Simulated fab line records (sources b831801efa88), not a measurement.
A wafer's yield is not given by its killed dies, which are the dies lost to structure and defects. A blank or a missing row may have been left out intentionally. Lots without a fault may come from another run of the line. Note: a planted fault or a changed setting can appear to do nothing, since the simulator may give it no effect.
Code-filled problem report in 8D (eight disciplines) form | flow gf180mcu | the parts of the form that need people (team, actions taken, sign-off) are left out

## 1. WHAT IS WRONG
A mean of 106 s is read at GF_V4_CMP_04 for time-to-endpoint-s, taken on 1 wafer of 1 lot, against 81 s (standard deviation 5) on wafers free of any fault. Relative to the usual mean, that is a shift of +5.0 standard deviations.
The step: polishes SiO2.
First observed at day 28 02:55: wafer L470.1, on cmp-01. The record has a number at this step for 36 wafers belonging to 12 lots. Rule for "out", or "out of limits": more than 4 standard deviations from the usual mean. Any other wafer with a number is counted as sound.

## 2. WHAT IT IS, AND WHAT IT ISN'T
question                    | is                 | is not
which readings at this step | time-to-endpoint-s | motor-current-A
which lots                  | L470               | L457, L458, L459, L461, L463, L466, L467, L468, L471, L477, L479
which wafers of those lots  | L470.1             | L470.2, L470.5
read on which tools         | cmp-01             | cmp-02
when                        | from day 28 02:55  | up to then (26 sound wafers); but 9 sound wafers of L471, L477, L479 came after

## 3. WHAT RULES OUT EACH SUSPECT
Counting: any tool at a process step up to the reading remains a suspect provided it ran every lot that is out. Sound lots after the first of them don't rule it out here, since some wafers of a struck lot are sound.
- cmp-01 at GF_V4_CMP_04 (polishes SiO2): kept. The lot that is out, L470, ran on it at day 28 02:55; the last sound lot it ran before that was L468, at day 27 07:25. Its own time-to-endpoint-s readings are out on those wafers.
- At GF_V4_CMP_04, inside cmp-01: chamber 1 took the wafers that are out, while their sound lot-mates went through chambers 2, 3.
The count leaves cmp-01 at GF_V4_CMP_04.

## 4. THE CAUSE (what the simulator had put in)
cmp-01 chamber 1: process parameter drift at GF_V4_CMP_04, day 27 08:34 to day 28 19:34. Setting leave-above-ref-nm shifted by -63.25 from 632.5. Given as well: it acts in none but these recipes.
Only this tool survived the counting.

## 5. THE EFFECT CHAIN, in route order
One row per reading whose mean, taken over the struck wafers that have a number, lies over 3 standard deviations from the usual. Scope: only readings with a usual standard deviation given in the record; hours: median across lots of the time from each lot's start at the first step in this table that gives one to its start at this step; sigmas: change in usual standard deviations.
hours | step          | reading            | usual      | on struck wafers | change | sigmas
0     | GF_V4_CMP_04  | time-to-endpoint-s | 81 s       | 106              | +25    | +5.0
-     | GF_V4_ETCH_17 | oes-product-au     | 0.857 a.u. | 0.810            | -0.047 | -9.4
Its process steps:
- GF_V4_CMP_04: polishes SiO2.
- GF_V4_ETCH_17: etches SiO2 in C4F8/O2/Ar, stops on TiN, target depth 630 nm.
Later measuring or inspecting steps at which every struck wafer that the step has a row for has a number for every such reading, and none has moved that far: GF_V4_BOW_MEAS_05, GF_V4_OVL_MEAS_15.

## 6. HOW IT WOULD HAVE BEEN CAUGHT EARLIER
In this record no reading fell out of limits until day 28 02:55, 18 hours after the fault had begun at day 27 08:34.
